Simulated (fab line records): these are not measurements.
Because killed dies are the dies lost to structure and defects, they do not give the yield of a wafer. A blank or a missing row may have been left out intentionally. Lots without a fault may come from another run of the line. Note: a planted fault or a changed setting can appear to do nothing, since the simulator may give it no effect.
fab line records    flow sky130
record: lots: 15  wafers: 45  lastDay: 48
route steps=708 shown SONOS_TUNNEL@160 METAL2@485 METAL3@534
lots that met no fault: taken from a fault-free run of the same line
startH: hours from the record's opening day to when the first of the lot's shown wafers began    waitH: time in hours since the lot's previous step    " repeats the value in the row above    L1.1+2: a single row standing in for several wafers    - either no value or no given start    * or withheld: withheld    < > ~ a bound
route shown NAME@n: names a module that has steps shown in the file, with the first one's number in the route    usual: mean and standard deviation over wafers with no fault    same: alike in all rows    chamber/n: place in a boat    sites: each site's reading    _std_site: their standard deviation    _edge_site: inner sites' mean taken away from outer sites' mean    radiusMm: for every site, how far away it sits from the centre of the wafer    mask NAME#n: copy n    behind: the most recent tool/chamber to have shaped the wafer    hold: what put the lot on hold/how long, in hours/how the hold closed    device: names the non-switching transistor (n, p or np)    end of line: tests of these same wafers at the route's end    a step without rows: its recipe alone    killed: dies lost to structure and defects at the first sort, not the wafer's yield    map: the dies of a wafer, with x for killed, . for not killed, _ for no die there
set.NAME: the setting as run; set.NAME@STEP: as run at that earlier step    model.NAME: the simulator's own value behind a step, which no gauge read
route steps across a sampled set of lots; one table per step, one row per wafer
services: from which hour (startH, from the record's first day; less than 0 if before it) a tool's chamber was out of use, for how many hours, and why
== steps ==
step: SKY_SONOS_TUNNEL_DEVELOP_06
recipe: resist: NOVOLAK  developer: TMAH  developTimeS: 60  devTempC: 23
usual: chillPlateTempC: 22.99/0.1  developTimeS: 60/0  resistLineTempC: 23.01/0.096
lot.wafer  tool           chamber  startH  waitH  chillPlateTempC  developTimeS  resistLineTempC
L863.1     lithoTrack-02  0        246.32  0.1    23.10            60            23.00
L863.2     "              0        "       "      22.91            60            23.03
L863.4     "              0        "       "      23.01            60            22.80
L864.1     lithoTrack-04  0        264.89  0.1    23.02            60            23.14
L864.4     "              0        "       "      22.92            60            23.01
L864.5     "              0        "       "      23.09            60            23.11
L865.1     lithoTrack-02  0        273.42  0.1    22.99            60            22.94
L865.2     "              0        "       "      22.89            60            23.11
L865.4     "              0        "       "      23.04            60            23.03
L866.3     lithoTrack-03  0        284.45  0.1    22.97            60            22.98
L866.4     "              0        "       "      23.06            60            23.32
L866.5     "              0        "       "      23.06            60            23.09
L868.1     lithoTrack-02  0        289.22  0.1    22.98            60            22.95
L868.3     "              0        "       "      22.89            60            23.03
L868.4     "              0        "       "      23.01            60            22.88
L867.3     lithoTrack-03  0        290.10  0.1    23.15            60            23.04
L867.4     "              0        "       "      22.85            60            23.20
L867.5     "              0        "       "      22.99            60            23.16
L869.2     lithoTrack-04  0        300.91  0.1    23.15            60            23.12
L869.3     "              0        "       "      22.97            60            23.06
L869.6     "              0        "       "      23.10            60            23.05
L871.2     lithoTrack-04  0        312.51  0.1    22.91            60            22.87
L871.3     "              0        "       "      22.86            60            23.05
L871.6     "              0        "       "      22.97            60            22.96
L872.2     lithoTrack-04  0        327.46  0.1    22.93            60            22.90
L872.3     "              0        "       "      23.15            60            23.17
L872.4     "              0        "       "      22.91            60            23.15
L873.3     lithoTrack-02  0        337.02  0.1    22.92            60            23.12
L873.4     "              0        "       "      22.85            60            23.02
L873.6     "              0        "       "      23.07            60            23.03
L874.1     lithoTrack-04  0        337.39  0.1    22.93            60            23.04
L874.2     "              0        "       "      22.94            60            22.96
L874.5     "              0        "       "      23.01            60            23.05
L875.1     lithoTrack-04  0        350.13  0.1    23.12            60            23.04
L875.2     "              0        "       "      23.09            60            22.99
L875.6     "              0        "       "      23.02            60            23.00
L883.2     lithoTrack-04  -        427.31  0.1    -                -             -
L883.4     "              -        "       "      -                -             -
L883.6     "              -        "       "      -                -             -
L882.1     lithoTrack-03  -        428.80  0.1    -                -             -
L882.2     "              -        "       "      -                -             -
L882.3     "              -        "       "      -                -             -
L884.4     lithoTrack-02  -        431.60  0.1    -                -             -
L884.5     "              -        "       "      -                -             -
L884.6     "              -        "       "      -                -             -
step: SKY_METAL2_SPUTTER_02
recipe: material: AlCu  targetThkNm: 250  powerW: 10600  timeS: 13.3  chamberPressurePa: 0.4
usual: throttleValvePct: 30.0/0.96
lot.wafer  tool           chamber  startH  waitH  throttleValvePct
L863.1     pvdSputter-03  -        793.73  0.0    31.5
L863.2     "              -        "       "      28.8
L863.4     "              -        "       "      28.8
L864.1     pvdSputter-04  -        815.04  0.0    30.5
L864.4     "              -        "       "      31.3
L864.5     "              -        "       "      29.5
L865.1     pvdSputter-04  -        819.04  0.0    29.5
L865.2     "              -        "       "      31.1
L865.4     "              -        "       "      30.8
L866.3     pvdSputter-03  -        833.81  0.0    29.0
L866.4     "              -        "       "      29.0
L866.5     "              -        "       "      28.9
L868.1     pvdSputter-04  -        838.47  0.0    29.5
L868.3     "              -        "       "      29.6
L868.4     "              -        "       "      31.1
L867.3     pvdSputter-04  -        842.46  0.0    29.6
L867.4     "              -        "       "      30.5
L867.5     "              -        "       "      29.6
L869.2     pvdSputter-03  -        852.55  0.0    29.0
L869.3     "              -        "       "      31.6
L869.6     "              -        "       "      29.1
L871.2     pvdSputter-04  -        864.38  0.0    29.4
L871.3     "              -        "       "      30.7
L871.6     "              -        "       "      30.5
L872.2     pvdSputter-04  -        880.09  0.0    29.4
L872.3     "              -        "       "      30.7
L872.4     "              -        "       "      30.9
L874.1     pvdSputter-02  -        888.34  0.0    31.2
L874.2     "              -        "       "      28.5
L874.5     "              -        "       "      28.5
L873.3     pvdSputter-02  -        889.50  0.0    31.0
L873.4     "              -        "       "      28.8
L873.6     "              -        "       "      28.7
L875.1     pvdSputter-04  -        894.02  0.0    29.6
L875.2     "              -        "       "      29.4
L875.6     "              -        "       "      30.4
step: SKY_METAL2_SPUTTER_03
recipe: material: Ti  targetThkNm: 5  powerW: 3000  timeS: 3.3  chamberPressurePa: 0.4
usual: throttleValvePct: 30.0/0.98
lot.wafer  tool           chamber  startH  waitH  throttleValvePct
L863.1     pvdSputter-03  -        793.75  0.0    31.7
L863.2     "              -        "       "      29.1
L863.4     "              -        "       "      28.7
L864.1     pvdSputter-04  -        815.06  0.0    30.8
L864.4     "              -        "       "      31.1
L864.5     "              -        "       "      29.7
L865.1     pvdSputter-04  -        819.06  0.0    29.4
L865.2     "              -        "       "      31.1
L865.4     "              -        "       "      30.7
L866.3     pvdSputter-03  -        833.83  0.0    28.8
L866.4     "              -        "       "      29.3
L866.5     "              -        "       "      29.0
L868.1     pvdSputter-04  -        838.49  0.0    29.7
L868.3     "              -        "       "      29.6
L868.4     "              -        "       "      31.2
L867.3     pvdSputter-04  -        842.49  0.0    29.6
L867.4     "              -        "       "      30.7
L867.5     "              -        "       "      29.5
L869.2     pvdSputter-03  -        852.58  0.0    28.9
L869.3     "              -        "       "      31.5
L869.6     "              -        "       "      29.2
L871.2     pvdSputter-04  -        864.40  0.0    29.5
L871.3     "              -        "       "      31.1
L871.6     "              -        "       "      30.6
L872.2     pvdSputter-04  -        880.12  0.0    29.5
L872.3     "              -        "       "      30.5
L872.4     "              -        "       "      30.9
L874.1     pvdSputter-02  -        888.36  0.0    31.0
L874.2     "              -        "       "      28.5
L874.5     "              -        "       "      28.3
L873.3     pvdSputter-02  -        889.52  0.0    31.0
L873.4     "              -        "       "      28.9
L873.6     "              -        "       "      28.7
L875.1     pvdSputter-04  -        894.04  0.0    29.4
L875.2     "              -        "       "      29.7
L875.6     "              -        "       "      30.7
step: SKY_METAL3_SPUTTER_02
recipe: material: AlCu  targetThkNm: 735  powerW: 10600  timeS: 39.1  chamberPressurePa: 0.4
usual: throttleValvePct: 29.9/0.99
lot.wafer  tool           chamber  startH  waitH  throttleValvePct
L863.1     pvdSputter-01  -        850.51  0.0    31.2
L863.2     "              -        "       "      29.7
L863.4     "              -        "       "      29.7
L864.1     pvdSputter-02  -        870.98  0.0    29.1
L864.4     "              -        "       "      31.2
L864.5     "              -        "       "      28.8
L865.1     pvdSputter-01  -        874.67  0.0    30.8
L865.2     "              -        "       "      28.6
L865.4     "              -        "       "      29.6
L866.3     pvdSputter-04  -        889.89  0.0    30.4
L866.4     "              -        "       "      31.0
L866.5     "              -        "       "      29.8
L868.1     pvdSputter-04  -        892.92  0.0    30.8
L868.3     "              -        "       "      29.7
L868.4     "              -        "       "      29.7
L867.3     pvdSputter-01  -        897.31  0.0    31.4
L867.4     "              -        "       "      28.4
L867.5     "              -        "       "      31.5
L869.2     pvdSputter-01  -        907.28  0.0    31.4
L869.3     "              -        "       "      28.8
L869.6     "              -        "       "      29.8
L871.2     pvdSputter-01  -        919.18  0.0    31.1
L871.3     "              -        "       "      28.8
L871.6     "              -        "       "      29.7
L872.2     pvdSputter-02  -        933.32  0.0    28.8
L872.3     "              -        "       "      31.1
L872.4     "              -        "       "      31.2
L874.1     pvdSputter-01  -        942.08  0.0    29.9
L874.2     "              -        "       "      28.8
L874.5     "              -        "       "      31.3
L873.3     pvdSputter-01  -        943.88  0.0    30.2
L873.4     "              -        "       "      30.9
L873.6     "              -        "       "      30.0
L875.1     pvdSputter-02  -        947.50  0.0    29.1
L875.2     "              -        "       "      28.5
L875.6     "              -        "       "      31.2
== services ==
tool           chamber  startH  hours  kind
pvdSputter-03  -        257.24  4.4    repair
lithoTrack-03  -        268.99  -      consumableReplace:filter
lithoTrack-02  -        322.15  -      consumableReplace:filter
pvdSputter-02  -        343.99  8.6    repair
pvdSputter-01  -        377.23  9.4    repair
pvdSputter-03  -        384.65  3.2    repair
pvdSputter-02  -        439.11  2.6    repair
pvdSputter-04  -        459.11  0.7    repair
pvdSputter-03  -        477.61  11.4   repair
lithoTrack-04  -        577.11  -      consumableReplace:filter
pvdSputter-02  -        606.14  0.6    repair
pvdSputter-02  -        619.39  4.6    repair
pvdSputter-01  -        629.72  9.4    repair
pvdSputter-02  -        629.75  1.6    repair
pvdSputter-02  -        632.93  1.5    repair
pvdSputter-04  -        661.02  3.3    repair
pvdSputter-03  -        680.12  0.6    repair
pvdSputter-02  -        690.98  2.7    repair
pvdSputter-04  -        693.51  1.8    repair
pvdSputter-03  -        716.17  9.4    repair
pvdSputter-02  -        828.43  2.8    repair
pvdSputter-02  -        835.56  3.0    repair
pvdSputter-01  -        865.98  2.0    repair
lithoTrack-02  -        875.27  -      consumableReplace:filter
== key ==
firstSign: step: SKY_SONOS_TUNNEL_DEVELOP_06  reading: toolRecord  direction: missing
effect none on later readings
metAt SKY_SONOS_TUNNEL_DEVELOP_06
struckLots L882,L883,L884
laterRowsLeftOut L882.1,L882.2,L882.3,L883.2,L883.4,L883.6,L884.4,L884.5,L884.6
sortLeftOut L882.1,L882.2,L882.3,L883.2,L883.4,L883.6,L884.4,L884.5,L884.6
testerLeftOut L882,L883,L884
notActingAt SKY_METAL2_SPUTTER_02,SKY_METAL2_SPUTTER_03,SKY_METAL3_SPUTTER_02
onsetBetween 350.13 427.31
fault: kind: skippedStepWhole  tool: lithoTrack-02,lithoTrack-03,lithoTrack-04  chamber: -  onsetH: 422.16  steps: SKY_SONOS_TUNNEL_DEVELOP_06  scope: struckLotsOnly
testerLeftOut: of these lots the tester's yield and bins aren't shown, on N5 and GAA mostly nor the transistor test; their killed dies are dies lost to structure and defects alone, not to doping, threshold or leakage, so they don't give the yield
sortLeftOut: the simulated sort isn't trusted on such a fault, so these wafers' sort isn't shown, and their yield isn't known
laterRowsLeftOut: the simulator's readings of these wafers behind a module that went badly wrong aren't trusted and aren't shown, but for the sort
